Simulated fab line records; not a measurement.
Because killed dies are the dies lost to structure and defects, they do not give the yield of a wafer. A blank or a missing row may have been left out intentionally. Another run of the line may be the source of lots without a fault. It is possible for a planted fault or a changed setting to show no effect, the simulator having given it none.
Split-lot study	flow sky130	23 wafers read from 5 lots, route of 708 steps

ON THE SPLIT
At SKY_LI_CONTACT_SPUTTER_19 (material Ti, target thk 20 nm, time 106.37 s), the setting time-s was moved away from the recipe's 106.37 s on 11 of the 23 wafers read, by -10.5% to +11.9%. The other wafers ran this setting at the recipe's value.

The reading is taken at the split's own step.

THE READING
Ti_of_LI_CONTACT_SPUTTER_19.thk-nm (the simulator's own value, which no gauge read), in nm, at SKY_LI_CONTACT_SPUTTER_19 (material Ti, target thk 20 nm, time 106.37 s). No usual value for it is given in the file. Average 19.99 nm, standard deviation 0.15 nm, over the 12 wafers here run with the recipe.

wafer	tool, chamber at the split	time-s as run, s	against the recipe	Ti_of_LI_CONTACT_SPUTTER_19.thk-nm, nm	against lot-mates on the recipe
L077.2	pvd-sputter-03, -	106.37	recipe	20	-
L077.3	pvd-sputter-03, -	106.37	recipe	20.12	-
L077.5	pvd-sputter-03, -	106.37	recipe	20.26	-
L080.1	pvd-sputter-02, -	106.37	recipe	20.09	-
L080.2	pvd-sputter-02, -	95.23	-10.5%	17.67	-2.45
L080.3	pvd-sputter-02, -	95.23	-10.5%	17.93	-2.20
L080.5	pvd-sputter-02, -	106.37	recipe	20.16	-
L080.6	pvd-sputter-02, -	95.23	-10.5%	17.88	-2.25
L081.1	pvd-sputter-03, -	97.4	-8.4%	18.25	-1.55
L081.2	pvd-sputter-03, -	106.37	recipe	19.7	-
L081.3	pvd-sputter-03, -	106.37	recipe	19.9	-
L081.4	pvd-sputter-03, -	97.4	-8.4%	17.94	-1.86
L081.5	pvd-sputter-03, -	97.4	-8.4%	18.21	-1.59
L082.2	pvd-sputter-02, -	106.37	recipe	20.04	-
L082.3	pvd-sputter-02, -	106.37	recipe	19.92	-
L082.4	pvd-sputter-02, -	106.37	recipe	19.78	-
L082.5	pvd-sputter-02, -	100.8	-5.2%	19.08	-0.83
L082.6	pvd-sputter-02, -	100.8	-5.2%	19.12	-0.79
L084.1	pvd-sputter-03, -	119	+11.9%	22.4	+2.45
L084.2	pvd-sputter-03, -	119	+11.9%	22.5	+2.55
L084.4	pvd-sputter-03, -	119	+11.9%	22.57	+2.62
L084.5	pvd-sputter-03, -	106.37	recipe	19.94	-
L084.6	pvd-sputter-03, -	106.37	recipe	19.95	-

THE FIT
A straight line over all 23 wafers: Ti_of_LI_CONTACT_SPUTTER_19.thk-nm changes by +0.209 nm for each +1% of time-s; r = +0.99; the points scatter about the line by 0.15 nm.
The same after taking each lot's own level away (the mean of its wafers on the recipe; 23 wafers): +0.21 nm for each +1%; r = +1.00; scatter 0.14 nm.
Per that fit: largest time-s move, reading shift of 2.5 nm.
Measured against the standard deviation above, the lots' own levels, which go from 19.800 to 20.127 nm, span 2.2 times it.
Hence the lot-to-lot level has little effect on the slope; both slopes agree.
Check: for one of the wafers moved furthest among these (+11.9%), held out of the fit, the line's prediction against its lot-mates is +2.55 nm. It came out at +2.45 nm against them.

OTHER SPLITS APPLIED TO THESE WAFERS
These wafers also went through other splits before the reading. Each is held against what the fit with the lots' levels taken away leaves over:
other split on the same wafers	wafers away from the commonest value	r with Ti_of_LI_CONTACT_SPUTTER_19.thk-nm (lot level and that fit taken away)
SKY_LI_CONTACT_EXPOSE_09 dose-mj	8	+0.07

THE FILE'S OWN FIT
Ti_of_LI_CONTACT_SPUTTER_19.thk-nm changes by +0.208 nm for each +1% of time-s, r = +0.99.
